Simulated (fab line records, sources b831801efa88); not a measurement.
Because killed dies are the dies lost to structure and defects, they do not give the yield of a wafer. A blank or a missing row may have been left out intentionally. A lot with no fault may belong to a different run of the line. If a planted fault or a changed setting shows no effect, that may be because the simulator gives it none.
Which tool was responsible? || flow sky130 || 6 lots (17 wafers sampled), 1 step of a 708-step route

== WHAT EACH GAUGE READ, for each wafer ==
SKY_SONOS_ONO_THK_MEAS_05.
{"lot": "L983", "measured": "day 12 15:13", "on": "film-metro-02", "SONOS_ONO_CVD_04_THK (nm)": "5.63 5.64 5.58"}
{"lot": "L985", "measured": "day 13 04:11", "on": "film-metro-03", "SONOS_ONO_CVD_04_THK (nm)": "5.56 5.67 5.75"}
{"lot": "L988", "measured": "day 14 02:29", "on": "film-metro-02", "SONOS_ONO_CVD_04_THK (nm)": "5.56 5.52 5.57"}
{"lot": "L990", "measured": "day 14 21:24", "on": "film-metro-01", "SONOS_ONO_CVD_04_THK (nm)": "5.78 5.77 5.75"}
{"lot": "L101", "measured": "day 18 21:53", "on": "film-metro-03", "SONOS_ONO_CVD_04_THK (nm)": "5.54 5.62"}
{"lot": "L103", "measured": "day 19 10:01", "on": "film-metro-03", "SONOS_ONO_CVD_04_THK (nm)": "5.76 5.83 5.65"}

== WHICH TOOL RAN EACH LOT (tool, then ch and the chambers of the sampled wafers, then the start) ==
No process step before these readings appears in the record.

== THE ANSWER, worked out from the rows above alone ==
Rule: the usual values come from the lots themselves. Put in order of their means at a reading, lots are off if they are a third of the lots or fewer, leave a main group of 4 or more, and stand apart from it by a gap of 3 or more times the standard deviation of the main group's means; of several such gaps the widest counts. A main group is skipped when, at the precision printed for the reading in the tables above, its means are all equal. A lot without any number at a reading at which 4 lots or more have one is off too. Where the step has rows for the other lots, those lots are counted as sound.
Nothing can be told from this: no lot is off at any reading shown.

== WHAT WAS PUT IN BY THE SIMULATOR ==
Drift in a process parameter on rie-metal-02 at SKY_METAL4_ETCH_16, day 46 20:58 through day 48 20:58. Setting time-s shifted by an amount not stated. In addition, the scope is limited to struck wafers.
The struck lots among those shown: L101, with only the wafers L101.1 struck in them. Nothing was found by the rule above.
